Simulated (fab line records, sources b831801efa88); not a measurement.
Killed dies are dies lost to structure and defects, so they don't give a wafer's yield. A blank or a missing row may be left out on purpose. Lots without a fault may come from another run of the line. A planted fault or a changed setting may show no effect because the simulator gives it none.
Tool commonality check | flow gf180mcu | 13 lots, 45 wafers sampled

WHY IT WAS OPENED
At GF_HV_LDD_TW_MEAS_50 the reading HV_LDD_4_TW is flagged on 2 of 13 lots. Wafers without a fault read 565, standard deviation 5.6.
Rule: a lot is flagged when every wafer of it that has a number lies more than 4 standard deviations from that mean, or none has a number. The other lots count as sound.

lot  | measured     | on            | HV_LDD_4_TW, wafer by wafer | flag
L755 | day 12 09:35 | film_metro-04 | 572 571 571                 |
L756 | day 12 11:22 | film_metro-03 | 563 559 559                 |
L757 | day 13 02:43 | film_metro-03 | 562 560 562                 |
L759 | day 14 00:25 | film_metro-04 | 571 566 567                 |
L765 | day 15 23:20 | film_metro-02 | 571 572 573                 |
L767 | day 16 09:29 | film_metro-03 | 521 519 520 519 522 520     | FLAGGED
L768 | day 16 16:53 | film_metro-04 | 524 526 525 526 529 526     | FLAGGED
L771 | day 17 18:07 | film_metro-04 | 568 569 569                 |
L773 | day 18 07:09 | film_metro-03 | 561 559 559                 |
L775 | day 19 02:54 | film_metro-03 | 562 563 566                 |
L776 | day 19 14:22 | film_metro-04 | 566 567 566                 |
L777 | day 19 20:23 | film_metro-03 | 561 556 559                 |
L778 | day 20 08:28 | film_metro-03 | 560 558 557                 |
The numbers of the flagged lots are 523 on average: -42 against the usual, or -7 standard deviations.

WHICH TOOL RAN EACH LOT
The record holds 2 process steps before the reading, out of a route of 602 steps. In each cell: the tool, then ch and the chambers that the sampled wafers went through, then the start.
lot  | flag    | GF_HV_LDD_STRIP_37                   | GF_HV_LDD_IMPLANT_48
L755 |         | plasma_asher-03 ch 0,1, day 11 14:14 | implanter-03 ch 0, day 12 09:22
L756 |         | plasma_asher-03 ch 0,1, day 11 16:03 | implanter-03 ch 0, day 12 11:08
L757 |         | plasma_asher-02 ch 0,1, day 12 06:44 | implanter-01 ch 0, day 13 02:28
L759 |         | plasma_asher-02 ch 0,1, day 13 03:17 | implanter-01 ch 0, day 14 00:10
L765 |         | plasma_asher-03 ch 0,1, day 15 01:43 | implanter-01 ch 0, day 15 23:05
L767 | FLAGGED | plasma_asher-01 ch 0,1, day 15 11:26 | implanter-01 ch 0, day 16 09:15
L768 | FLAGGED | plasma_asher-02 ch 0,1, day 15 19:47 | implanter-01 ch 0, day 16 16:40
L771 |         | plasma_asher-03 ch 0,1, day 16 19:53 | implanter-03 ch 0, day 17 17:54
L773 |         | plasma_asher-02 ch 0,1, day 17 08:33 | implanter-04 ch 0, day 18 06:54
L775 |         | plasma_asher-03 ch 0,1, day 18 03:13 | implanter-03 ch 0, day 19 02:41
L776 |         | plasma_asher-01 ch 0,1, day 18 13:20 | implanter-03 ch 0, day 19 14:07
L777 |         | plasma_asher-02 ch 0,1, day 18 19:53 | implanter-04 ch 0, day 19 20:08
L778 |         | plasma_asher-02 ch 0,1, day 19 07:25 | implanter-03 ch 0, day 20 08:13
What these steps do:
- GF_HV_LDD_STRIP_37: strips in O2/N2.
- GF_HV_LDD_IMPLANT_48
- GF_HV_LDD_TW_MEAS_50

FLAGGED OVER TOTAL, TOOL BY TOOL (the gauges that took the reading come last)
step                 | tool            | lots run | flagged | share of the flagged lots | sound lots run after its first flagged lot
GF_HV_LDD_STRIP_37   | plasma_asher-01 | 2        | 1       | some                      | 1 (L776)
GF_HV_LDD_STRIP_37   | plasma_asher-02 | 6        | 1       | some                      | 3 (L773,L777,L778)
GF_HV_LDD_STRIP_37   | plasma_asher-03 | 5        | 0       | none                      | -
GF_HV_LDD_IMPLANT_48 | implanter-01    | 5        | 2       | all                       | 0
GF_HV_LDD_IMPLANT_48 | implanter-03    | 6        | 0       | none                      | -
GF_HV_LDD_IMPLANT_48 | implanter-04    | 2        | 0       | none                      | -
GF_HV_LDD_TW_MEAS_50 | film_metro-02   | 1        | 0       | none                      | -
GF_HV_LDD_TW_MEAS_50 | film_metro-03   | 7        | 1       | some                      | 4 (L773,L775,L777,L778)
GF_HV_LDD_TW_MEAS_50 | film_metro-04   | 5        | 1       | some                      | 2 (L771,L776)

WHAT THE TABLE ALLOWS
1 row of the table ran every flagged lot: implanter-01 at GF_HV_LDD_IMPLANT_48.
- implanter-01 at GF_HV_LDD_IMPLANT_48: 2 of its 5 lots flagged. Its last sound lot is L765 (day 15 23:05), its first flagged lot L767 (day 16 09:15): a fault that began between those two fits. Its own readings lie more than 4 standard deviations out on every wafer of the flagged lots: dose_ions_cm2, faraday_current_uA.
One tool is left: implanter-01 at GF_HV_LDD_IMPLANT_48.

WHAT THE SIMULATOR HAD PUT IN
Process parameter drift: implanter-01, from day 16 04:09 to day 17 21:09, at GF_HV_LDD_IMPLANT_48. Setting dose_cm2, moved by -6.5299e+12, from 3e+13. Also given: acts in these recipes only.
Lots struck among those shown: L767, L768. The rule above found the same.
